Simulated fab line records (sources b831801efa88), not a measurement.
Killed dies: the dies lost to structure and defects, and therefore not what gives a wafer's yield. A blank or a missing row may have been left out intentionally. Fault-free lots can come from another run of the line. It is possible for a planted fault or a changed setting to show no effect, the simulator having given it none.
fab line records    flow sky130
record lots=6  wafers=18  lastDay=49
route steps=708 shown VIA1@467 METAL2@483 PAD_OPEN@708
lots that met no fault: from a run of the same line without faults
startH: hours from the record's opening day to when the first of the lot's shown wafers began    waitH: how many hours have passed since the lot's step before this one    " unchanged from the row above    L1.1+2: a row that stands for several wafers    - no value, or no start given    * or withheld: withheld    < > ~ a bound
route shown NAME@n: a module of which the file shows steps, and the number in the route of the first    usual: mean/standard deviation of fault-free wafers    same: alike in all rows    chamber/n: place in a boat    sites: each site's reading    _std_site: the values' standard deviation    _edge_site: inner sites' mean taken away from outer sites' mean    radiusMm: how far each site lies from the wafer's centre    mask NAME#n: copy n    behind: the most recent tool/chamber to have shaped the wafer    hold: cause of the lot's hold/its duration in hours/its outcome    device: which transistor (n, p or np) failed to switch    end of line: the same wafers' tests at the end of the route    a step with no rows: only its recipe    killed: dies that structure and defects cost at the first sort, which is not the same as the wafer's yield    map: shows each die of a wafer: x if killed, . if not, _ if none is there
set.NAME: the setting the step ran with; set.NAME@STEP: the setting that earlier step ran with    model.NAME: the simulator's own value behind a step, which no gauge read
a table for each step, a row for each wafer; lots at some steps of the route
services: when a tool's chamber went out of use (startH, in hours from the record's first day, below 0 if earlier), for how many hours, and the reason
## steps
# step SKY_VIA1_EXPOSE_09
# recipe maskId=VIM  na=0.8  sourceShape=annular  sigmaInner=0.55  sigmaOuter=0.85  targetCdNm=150  doseMj=38
# step SKY_VIA1_PEB_10
# recipe pebTempC=withheld  pebTimeS=withheld  resist=KrF-thick
# step SKY_VIA1_DEVELOP_11
# recipe developTimeS=60  resist=KrF-thick  devTempC=21
# step SKY_VIA1_CD_MEAS_12
# recipe targetCdNm=150
# usual cdNm=149.9/2
lot.wafer  tool      chamber  startH  waitH  cdNm
L863.1     cdSem-01  -        777.42  -      148.9
L863.5     "         -        "       "      151.2
L863.6     "         -        "       "      150.6
L864.1     cdSem-01  -        793.47  -      150.5
L864.4     "         -        "       "      148.9
L864.5     "         -        "       "      149.7
L868.2     cdSem-01  -        828.14  -      151.9
L868.3     "         -        "       "      152.1
L868.4     "         -        "       "      153.1
L879.3     cdSem-02  -        915.06  -      146.2
L879.4     "         -        "       "      146.8
L879.5     "         -        "       "      146.6
L881.3     cdSem-02  -        922.31  -      152.4
L881.4     "         -        "       "      153.6
L881.5     "         -        "       "      152.8
L882.1     cdSem-02  -        933.52  -      149.3
L882.3     "         -        "       "      150.6
L882.4     "         -        "       "      151.1
# step SKY_VIA1_OVL_MEAS_13
# usual VIA1_OVL=2/5.3
lot.wafer  tool        chamber  startH  waitH  VIA1_OVL[nm]
L863.1     overlay-02  -        777.54  0.1    2
L863.5     "           -        "       "      0
L863.6     "           -        "       "      -3
L864.1     overlay-01  -        793.59  0.1    -4
L864.4     "           -        "       "      -4
L864.5     "           -        "       "      1
L868.2     overlay-02  -        828.25  0.1    14
L868.3     "           -        "       "      0
L868.4     "           -        "       "      15
L879.3     overlay-01  -        915.15  0.1    -1
L879.4     "           -        "       "      1
L879.5     "           -        "       "      -6
L881.3     overlay-01  -        922.40  0.1    3
L881.4     "           -        "       "      1
L881.5     "           -        "       "      -3
L882.1     overlay-02  -        933.64  0.1    3
L882.3     "           -        "       "      0
L882.4     "           -        "       "      2
# step SKY_VIA1_ETCH_14
# recipe chemistry=N2/H2  target=BARC  ionEnergyEv=200  sourceW=500  biasW=100  pressureMtorr=30  n2FlowSccm=100  h2FlowSccm=200  stopOn=SiO2  timeS=45.9  targetDepthA=600
# usual drypumpMotorCurrentA=5.7/0.32  h2FlowSccm=200.0/0.57  oesProductAu=0.849/0.0046  rfFwdPowerW=495.2/2.2  throttleValvePct=13.225/0.0089
lot.wafer  tool        chamber  startH  waitH  drypumpMotorCurrentA  h2FlowSccm  oesProductAu  rfFwdPowerW  rfHoursCounterH  throttleValvePct
L863.1     rieDiel-03  1        777.58  0.0    6.1                   199.6       0.846         497.4        13               13.233
L863.5     "           0        "       "      6.0                   199.6       0.854         495.3        -                13.215
L863.6     "           1        "       "      6.0                   199.4       0.854         499.6        -                13.231
L864.1     rieDiel-01  3        793.63  0.0    6.1                   199.9       0.844         498.4        7                13.236
L864.4     "           2        "       "      5.3                   200.3       0.856         496.7        5                13.224
L864.5     "           3        "       "      6.1                   199.4       0.846         497.8        -                13.251
L868.2     rieDiel-01  2        828.28  0.0    5.3                   199.8       0.853         498.1        6                13.218
L868.3     "           3        "       "      6.1                   200.0       0.847         494.7        8                13.219
L868.4     "           0        "       "      5.8                   199.4       0.845         493.7        34               13.222
L879.3     rieDiel-01  0        915.17  0.0    5.8                   200.6       0.853         493.7        2                13.230
L879.4     "           1        "       "      5.6                   199.3       0.846         493.9        11               13.230
L879.5     "           1        "       "      5.6                   200.4       0.845         492.0        -                13.225
L881.3     rieDiel-01  3        922.43  0.0    6.1                   200.3       0.849         495.0        11               13.228
L881.4     "           1        "       "      5.6                   200.9       0.847         493.8        12               13.213
L881.5     "           0        "       "      5.8                   201.0       0.853         492.8        -                13.233
L882.1     rieDiel-03  1        933.68  0.0    6.0                   199.6       0.853         494.5        18               13.214
L882.3     "           2        "       "      5.6                   200.0       0.853         495.1        10               13.231
L882.4     "           0        "       "      6.0                   200.0       0.850         495.6        9                13.226
# step SKY_VIA1_ETCH_15
# recipe target=SiO2  chemistry=C4F8/O2/Ar  targetDepthNm=351  stopOn=TiN  maskMaterial=KrF-thick  sourceW=1500  biasW=1200  pressureMtorr=40  c4f8FlowSccm=withheld  O2_flow_sccm=6  Ar_flow_sccm=300  timeS=54
# usual oesProductAu=0.980/0.0069  rfFwdPowerW=1487/5.4
lot.wafer  tool        chamber  startH  waitH  oesProductAu  rfFwdPowerW  rfHoursCounterH
L863.1     rieDiel-03  1        777.62  0.0    0.961         1492         13
L863.5     "           0        "       "      0.982         1489         -
L863.6     "           1        "       "      0.967         1487         -
L864.1     rieDiel-01  3        793.67  0.0    0.977         1497         7
L864.4     "           2        "       "      0.979         1488         5
L864.5     "           3        "       "      0.987         1488         -
L868.2     rieDiel-01  2        828.32  0.0    0.983         1487         6
L868.3     "           3        "       "      0.985         1493         8
L868.4     "           0        "       "      0.972         1495         34
L879.3     rieDiel-01  0        915.21  0.0    0.983         1487         2
L879.4     "           1        "       "      0.968         1485         12
L879.5     "           1        "       "      0.986         1485         -
L881.3     rieDiel-01  3        922.47  0.0    0.987         1487         11
L881.4     "           1        "       "      0.979         1484         12
L881.5     "           0        "       "      0.986         1487         -
L882.1     rieDiel-03  1        933.72  0.0    0.985         1485         18
L882.3     "           2        "       "      0.972         1484         10
L882.4     "           0        "       "      0.980         1485         9
# step SKY_VIA1_STRIP_16
# recipe chemistry=O2/N2  powerW=1400  pressureMtorr=1500  platenTempC=withheld  o2FlowSccm=3000  n2FlowSccm=300  overashFraction=0.5
# usual drypumpMotorCurrentA=5.5/0.46  o2FlowSccm=3002/8.1  oesProductAu=0.416/0.0043  stripTimeToEndpointS=4.457/0.025
# same overashFraction=0.5
lot.wafer  tool            chamber  startH  waitH  drypumpMotorCurrentA  o2FlowSccm  oesProductAu  rfHoursCounterH  stripTimeToEndpointS
L863.1     plasmaAsher-02  1        777.67  0.0    5.1                   2979        0.420         33               4.486
L863.5     "               1        "       "      5.1                   3006        0.419         -                4.469
L863.6     "               0        "       "      5.8                   3008        0.422         -                4.480
L864.1     plasmaAsher-02  0        793.72  0.0    5.8                   2996        0.417         35               4.449
L864.4     "               1        "       "      5.1                   3013        0.422         -                4.449
L864.5     "               0        "       "      5.8                   2996        0.406         -                4.453
L868.2     plasmaAsher-01  0        828.37  0.0    5.8                   2996        0.409         76               4.457
L868.3     "               0        "       "      5.8                   3004        0.415         -                4.460
L868.4     "               1        "       "      4.9                   2999        0.410         -                4.472
L879.3     plasmaAsher-01  0        915.29  0.1    5.8                   3002        0.415         -                4.461
L879.4     "               1        "       "      4.9                   2999        0.412         -                4.446
L879.5     "               0        "       "      5.8                   2986        0.408         -                4.448
L881.3     plasmaAsher-01  1        922.55  0.1    4.9                   3004        0.410         -                4.420
L881.4     "               0        "       "      5.8                   2995        0.416         -                4.451
L881.5     "               1        "       "      4.9                   3008        0.416         -                4.432
L882.1     plasmaAsher-02  0        933.77  0.0    5.9                   3000        0.417         50               4.476
L882.3     "               0        "       "      5.8                   3002        0.419         -                4.441
L882.4     "               1        "       "      5.1                   3001        0.412         -                4.460
# step SKY_VIA1_STRIP_17
# recipe chemistry=postEtchResidueRemover  timeS=1200  tempC=72.5
# step SKY_VIA1_CLEAN_18
# recipe chemistry=IPA  timeS=180  tempC=25
# step SKY_VIA1_CLEAN_19
# recipe chemistry=O3/DIW  dry=n2Spin
# step SKY_VIA1_SPUTTER_20
# recipe material=TiN  targetThkNm=20  chamberPressurePa=5  powerW=4000  timeS=80
# usual throttleValvePct=29.8/1.1
lot.wafer  tool           chamber  startH  waitH  throttleValvePct
L863.1     pvdSputter-02  -        778.27  0.0    29.7
L863.5     "              -        "       "      29.5
L863.6     "              -        "       "      29.1
L864.1     pvdSputter-04  -        794.31  0.0    29.5
L864.4     "              -        "       "      28.5
L864.5     "              -        "       "      28.3
L868.2     pvdSputter-04  -        829.00  0.0    29.9
L868.3     "              -        "       "      29.3
L868.4     "              -        "       "      28.4
L879.3     pvdSputter-04  -        915.86  0.0    29.5
L879.4     "              -        "       "      32.0
L879.5     "              -        "       "      28.1
L881.3     pvdSputter-02  -        923.11  0.0    31.1
L881.4     "              -        "       "      30.9
L881.5     "              -        "       "      30.9
L882.1     pvdSputter-01  -        934.40  0.0    28.7
L882.3     "              -        "       "      29.6
L882.4     "              -        "       "      30.2
# step SKY_VIA1_CVD_21
# recipe material=W  targetThkNm=270  timeS=80.902  tempC=400  pressureTorr=40
# usual heaterPowerOuterW=484/40  heaterPowerW=780/37
lot.wafer  tool     chamber  startH  waitH  heaterPowerOuterW  heaterPowerW  model.W_of_VIA1_CVD_21.thkNm
L863.1     cvdW-01  0        778.34  0.0    516                781           269
L863.5     "        0        "       "      522                802           270.5
L863.6     "        1        "       "      535                825           270.8
L864.1     cvdW-01  0        794.37  0.0    503                822           268.7
L864.4     "        0        "       "      508                798           269.2
L864.5     "        1        "       "      530                810           266.1
L868.2     cvdW-02  0        829.06  0.0    493                786           272.5
L868.3     "        0        "       "      511                793           270.2
L868.4     "        1        "       "      417                725           272.6
L879.3     cvdW-02  0        915.95  0.1    489                795           523
L879.4     "        1        "       "      433                727           529.3
L879.5     "        0        "       "      509                797           526.5
L881.3     cvdW-02  1        923.21  0.1    429                731           528.8
L881.4     "        0        "       "      496                792           525.5
L881.5     "        0        "       "      505                790           528.9
L882.1     cvdW-01  0        934.46  0.0    495                768           274.6
L882.3     "        0        "       "      511                756           274.7
L882.4     "        1        "       "      477                738           269
# step SKY_VIA1_RS_MEAS_22
# recipe thkMeasGauge=four-point-probe  reads=W_of_VIA1_CVD_21+TiN_of_VIA1_SPUTTER_20
# usual VIA1_W_RS=0.425/0.0049
lot.wafer  tool          chamber  startH  waitH  VIA1_W_RS[ohm/sq]
L863.1     filmMetro-02  -        778.43  0.1    0.430
L863.5     "             -        "       "      0.427
L863.6     "             -        "       "      0.425
L864.1     filmMetro-04  -        794.47  0.1    0.428
L864.4     "             -        "       "      0.426
L864.5     "             -        "       "      0.432
L868.2     filmMetro-02  -        829.17  0.1    0.424
L868.3     "             -        "       "      0.428
L868.4     "             -        "       "      0.423
L879.3     filmMetro-04  -        916.05  0.1    0.218
L879.4     "             -        "       "      0.216
L879.5     "             -        "       "      0.217
L881.3     filmMetro-03  -        923.31  0.1    0.216
L881.4     "             -        "       "      0.218
L881.5     "             -        "       "      0.216
L882.1     filmMetro-03  -        934.55  0.1    0.419
L882.3     "             -        "       "      0.419
L882.4     "             -        "       "      0.429
# step SKY_VIA1_THK_MEAS_23
# recipe thkMeasGauge=xrf  reads=W_of_VIA1_CVD_21
# usual VIA1_W_THK=271/4.3
lot.wafer  tool          chamber  startH  waitH  VIA1_W_THK[nm]
L863.1     filmMetro-02  -        778.55  0.1    268
L863.5     "             -        "       "      270
L863.6     "             -        "       "      269
L864.1     filmMetro-04  -        794.59  0.1    262
L864.4     "             -        "       "      265
L864.5     "             -        "       "      263
L868.2     filmMetro-02  -        829.28  0.1    272
L868.3     "             -        "       "      270
L868.4     "             -        "       "      272
L879.3     filmMetro-04  -        916.15  0.1    513
L879.4     "             -        "       "      517
L879.5     "             -        "       "      520
L881.3     filmMetro-03  -        923.41  0.1    533
L881.4     "             -        "       "      530
L881.5     "             -        "       "      538
L882.1     filmMetro-03  -        934.67  0.1    277
L882.3     "             -        "       "      275
L882.4     "             -        "       "      270
# step SKY_VIA1_CMP_24
# recipe stopOn=SiO2  tOverpolishS=15  downForcePsi=3.5  platenRpm=60  targetThkNm=0  padVelocityMS=0.94248
# usual motorCurrentA=11.8/1.6  timeToEndpointS=64/3.8
lot.wafer  tool    chamber  startH  waitH  motorCurrentA  timeToEndpointS
L863.1     cmp-01  2        778.71  0.1    10.9           66
L863.6     "       0        "       "      10.7           62
L863.5     "       1        "       "      10.8           65
L864.4     cmp-01  1        794.65  0.0    11.4           62
L864.1     "       0        "       "      11.3           60
L864.5     "       1        "       "      10.4           60
L868.4     cmp-02  2        829.33  0.0    12.6           67
L868.3     "       3        "       "      12.3           60
L868.2     "       1        "       "      11.4           64
L879.4     cmp-01  2        916.19  0.0    11.0           133
L879.3     "       3        "       "      15.1           129
L879.5     "       3        "       "      14.9           126
L881.3     cmp-02  1        923.45  0.0    11.4           127
L881.4     "       2        "       "      12.7           130
L881.5     "       2        "       "      12.6           135
L882.4     cmp-01  1        934.73  0.0    10.7           64
L882.3     "       2        "       "      11.0           66
L882.1     "       3        "       "      15.1           68
# step SKY_METAL2_SPUTTER_00
# recipe material=Ti  targetThkNm=15  powerW=3000  timeS=10  chamberPressurePa=0.4
# usual throttleValvePct=30.0/1
lot.wafer  tool           chamber  startH  waitH  throttleValvePct
L863.1     pvdSputter-04  -        778.91  0.1    32.3
L863.5     "              -        "       "      29.6
L863.6     "              -        "       "      28.3
L864.1     pvdSputter-03  -        794.95  0.1    29.1
L864.4     "              -        "       "      30.8
L864.5     "              -        "       "      30.6
L868.2     pvdSputter-01  -        829.63  0.1    30.5
L868.3     "              -        "       "      29.1
L868.4     "              -        "       "      28.3
L879.3     pvdSputter-03  -        916.49  0.2    30.6
L879.4     "              -        "       "      30.8
L879.5     "              -        "       "      30.9
L881.3     pvdSputter-03  -        923.75  0.2    30.6
L881.4     "              -        "       "      30.7
L881.5     "              -        "       "      29.1
L882.1     pvdSputter-03  -        935.03  0.1    30.6
L882.3     "              -        "       "      28.9
L882.4     "              -        "       "      30.4
# step SKY_PAD_OPEN_PROBE_99
# usual defectLimitedYield=82.9/2  killed_at_M0_to_M3=43/7  killed_at_M4_up=3.0/1.9  killedAtContacts=24/4.6  killedAtFrontEnd=15/4.1  killedAtOther=0.3/0.52  killedDies=84/9.7  killedOpen=46/6.9  killedShort=38/6.8  sort_bin_3_pad_short=0.8/0.41  sort_bin_5_function=10.2/1.5  sort_bin_6_memory=6.1/1.1  sortNPass=408/9.7  sortYieldPct=82.9/2
# same grossDies=492  killedAtBackSide=0  sort_bin_4_leakage[%]=0  sort_bin_8_speed[%]=0
lot.wafer  tool       chamber  startH   waitH  defectLimitedYield[%]  killed_at_M0_to_M3  killed_at_M4_up  killedAtContacts  killedAtFrontEnd  killedAtOther  killedDies  killedOpen  killedShort  sort_bin_3_pad_short[%]  sort_bin_5_function[%]  sort_bin_6_memory[%]  sortNPass  sortYieldPct[%]
L863.1     prober-01  -        1066.08  0.1    82.7                   37                  1                25                22                0              85          46          39           1.2                      8.7                     7.3                   407        82.7
L863.5     prober-01  -        1066.28  0.2    83.7                   44                  1                23                12                0              80          41          38           0.4                      8.9                     6.9                   412        83.7
L863.6     prober-01  -        1066.33  0.2    81.9                   40                  3                29                17                0              89          54          35           0.4                      9.8                     7.9                   403        81.9
L882.1     prober-01  -        1178.71  0.1    85.4                   34                  2                22                14                0              72          37          34           1.0                      6.5                     7.1                   420        85.4
L882.3     prober-01  -        1178.81  0.2    82.5                   43                  5                28                10                0              86          45          39           1.0                      12.2                    4.3                   406        82.5
L882.4     prober-01  -        1178.86  0.2    84.6                   34                  2                23                16                1              76          48          26           0.2                      11.4                    3.9                   416        84.6
# killed by level:class
L863.1 VIA1:geometricParticle:open=11 CONTACT:geometricParticle:open=9 CONTACT:geometricParticle:short=7 VIA1:geometricParticle:short=7 LI_CONTACT:geometricParticle:open=6 VIA3:geometricParticle:open=6 FIELD_ISO:geometricParticle:short=5 POLY_GATE:geometricParticle:short=4
L863.5 VIA1:geometricParticle:open=16 POLY_GATE:geometricParticle:short=6 LOCAL_INTERCONNECT:geometricParticle:short=6 CONTACT:geometricParticle:open=6 METAL1:geometricParticle:short=6 CONTACT:geometricParticle:short=5 VIA2:geometricParticle:open=5 VIA3:geometricParticle:open=5
L863.6 CONTACT:geometricParticle:open=11 LI_CONTACT:geometricParticle:open=9 VIA1:geometricParticle:open=9 METAL2:geometricParticle:short=7 VIA2:geometricParticle:open=5 LOCAL_INTERCONNECT:geometricParticle:short=5 VIA3:geometricParticle:open=5 POLY_GATE:geometricParticle:open=4
L882.1 LI_CONTACT:geometricParticle:open=7 VIA3:geometricParticle:open=6 CONTACT:geometricParticle:open=5 METAL1:geometricParticle:short=5 POLY_GATE:geometricParticle:open=4 CONTACT:geometricParticle:short=4 METAL2:geometricParticle:short=4 VIA1:geometricParticle:open=4
L882.3 CONTACT:geometricParticle:open=8 VIA2:geometricParticle:open=8 LI_CONTACT:geometricParticle:open=7 LOCAL_INTERCONNECT:geometricParticle:short=6 VIA3:geometricParticle:open=6 METAL3:geometricParticle:short=6 CONTACT:geometricParticle:short=5 VIA1:geometricParticle:open=5
L882.4 CONTACT:geometricParticle:open=9 VIA1:geometricParticle:open=9 VIA3:geometricParticle:open=9 LI_CONTACT:geometricParticle:open=6 METAL1:geometricParticle:short=6 FIELD_ISO:geometricParticle:open=5 VIA2:geometricParticle:open=5 SPACER:geometricParticle:short=4
## services
tool            chamber  startH  hours  kind
plasmaAsher-02  -        760.17  2.8    pm
rieDiel-03      0        761.57  12.7   repair
pvdSputter-03   -        782.97  2.6    repair
plasmaAsher-01  -        791.84  4.5    repair
rieDiel-01      2        794.14  3.6    repair
pvdSputter-04   -        803.60  1.3    repair
cmp-01          -        805.19  6.2    pm
pvdSputter-04   -        822.14  5.7    repair
rieDiel-01      0        839.96  -      clean
rieDiel-01      0        839.96  9.6    scheduledDown
rieDiel-01      0        839.96  9.6    ventCycle
rieDiel-01      -        843.52  0.6    repair
cmp-01          -        844.32  9.9    repair
rieDiel-03      1        865.51  3.0    repair
rieDiel-01      0        879.78  6.4    repair
rieDiel-01      1        891.64  2.4    repair
plasmaAsher-01  -        891.64  10.5   repair
cmp-02          -        894.87  0.9    repair
pvdSputter-01   -        900.60  3.3    repair
cvdW-01         -        904.00  14.0   pm
cmp-01          -        924.25  4.0    pm
rieDiel-03      -        931.86  0.5    repair
cmp-01          -        934.09  0.4    repair
rieDiel-01      1        934.91  21.7   repair
## key
firstSign step=SKY_VIA1_RS_MEAS_22  reading=VIA1_W_RS  direction=down  sigmas=42  usual=0.425  struck=0.217
effect step=SKY_VIA1_THK_MEAS_23  reading=VIA1_W_THK  direction=up  sigmas=59  usual=271  struck=525
effect step=SKY_VIA1_CMP_24  reading=timeToEndpointS  direction=up  sigmas=17  usual=*  struck=*
modelEffect step=SKY_VIA1_CVD_21  value=W_of_VIA1_CVD_21.thkNm  without=270  struck=527
metAt SKY_VIA1_CVD_21
struckWafers L879.3,L879.4,L879.5,L881.3,L881.4,L881.5
onsetBetween 829.06 915.95
alsoFits SKY_VIA1_ETCH_14:rieDiel-01,SKY_VIA1_ETCH_15:rieDiel-01,SKY_VIA1_STRIP_16:plasmaAsher-01
fault kind=processParameterDrift  tool=cvdW-02  chamber=-  onsetH=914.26  steps=SKY_VIA1_CVD_21  channel=targetThkNm  offset=258.02  shape=step  endH=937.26  actsIn=theseRecipesOnly  stated=270
